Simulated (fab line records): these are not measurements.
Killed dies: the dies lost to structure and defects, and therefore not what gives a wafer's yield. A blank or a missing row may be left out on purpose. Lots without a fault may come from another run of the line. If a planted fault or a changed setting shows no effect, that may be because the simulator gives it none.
Code-filled problem report in 8D (eight disciplines) form	flow gf180mcu	the parts of the form that need people (team, actions taken, sign-off) are left out

1. THE ISSUE
V3_CVD_00_THK at GF_V3_THK_MEAS_01 reads a mean of 299 nm on 6 wafers of 2 lots; wafers without a fault read 601 nm with a standard deviation of 5.1. That is -59 standard deviations from the usual mean.
The first sign was on wafer L783.1 at day 27 13:52, on film metro-01. Wafers with a number at this step in the record: 39, from 13 lots. The rule behind "out" and "out of limits": a value lying over 4 standard deviations away from the usual mean. The rest of the wafers with a number are treated as sound.

2. WHAT IT IS AND WHAT IT IS NOT
question	is	is not
which readings at this step	V3_CVD_00_THK	-
which lots	L783, L786	L765, L766, L769, L770, L771, L772, L773, L774, L775, L779, L788
which wafers of those lots	all that have a number	-
read on which gauges	film metro-01, film metro-02	film metro-04
when	from day 27 13:52	up to then (30 sound wafers); but 3 sound wafers of L788 came after

3. SUSPECTS, AND WHAT RULES EACH OUT
Counting: a tool at a process step up to the reading stays a suspect if it ran every lot that is out and no sound lot after the first of them.
- the gauge at GF_V3_THK_MEAS_01 has been ruled out. 2 gauges (film metro-01, film metro-02) read the wafers that are out.
- rie diel-04 at GF_V2_ETCH_16 (etches BARC in N2/H2): ruled out as a lasting fault. After its first lot that is out, L783 (day 26 15:17), sound lots L788 ran on it.
- plasma asher-02 at GF_V2_STRIP_18 (strips in O2/N2): kept. Every lot that is out went through it, starting with L783 (day 26 15:25), and after that it ran no sound lot; the last sound lot it ran before then is L775 (day 24 01:24).
- hdpcvd-01 at GF_V3_CVD_00 (deposits SiO2, target thk 600 nm, time 100 s): kept. Every lot that is out went through it, starting with L783 (day 27 13:48), and after that it ran no sound lot; the last sound lot it ran before then is L775 (day 25 01:40). Its own sih4 flow sccm readings are out on those wafers.
The count leaves hdpcvd-01 at GF_V3_CVD_00 and plasma asher-02 at GF_V2_STRIP_18.

4. THE CAUSE (what the simulator had put in)
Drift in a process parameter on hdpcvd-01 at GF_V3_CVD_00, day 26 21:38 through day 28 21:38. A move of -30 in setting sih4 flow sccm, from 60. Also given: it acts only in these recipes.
After counting, 2 suspects remain, this tool included.

5. THE EFFECT CHAIN, in route order
Each row: a reading whose mean over the struck wafers that have a number lies more than 3 standard deviations from the usual. Only readings for which the record gives a usual standard deviation are gone through. hours: the time from each lot's start at the first step in this table that gives one to its start at this step, as a median over the lots. sigmas: the change in usual standard deviations.
hours	step	reading	usual	on struck wafers	change	sigmas
0	GF_V3_CVD_00	sih4 flow sccm	60.01 sccm	29.95	-30.06	-99 or more
0	GF_V3_THK_MEAS_01	V3_CVD_00_THK	601 nm	299	-302	-59
It contains these process steps:
- GF_V3_CVD_00: deposits SiO2, target thk 600 nm, time 100 s.
Later steps that measure or inspect, where all struck wafers having a row at the step show a number for every such reading and not one has moved that far: GF_V3_BOW_MEAS_05.

6. WHAT WOULD HAVE CAUGHT IT SOONER
In this record the first reading out of limits at a measuring or inspecting step was taken at day 27 13:52, 16 hours after the fault began at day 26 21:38.
The tool's own readings at GF_V3_CVD_00 were out on every struck wafer that the step has a row for (sih4 flow sccm): an alarm limit on them would have fired on the first of those.
Of the lots that are out (2), L786 began GF_V3_CVD_00 on hdpcvd-01 after day 27 13:52. It would have been spared by a hold on the tool at that moment.
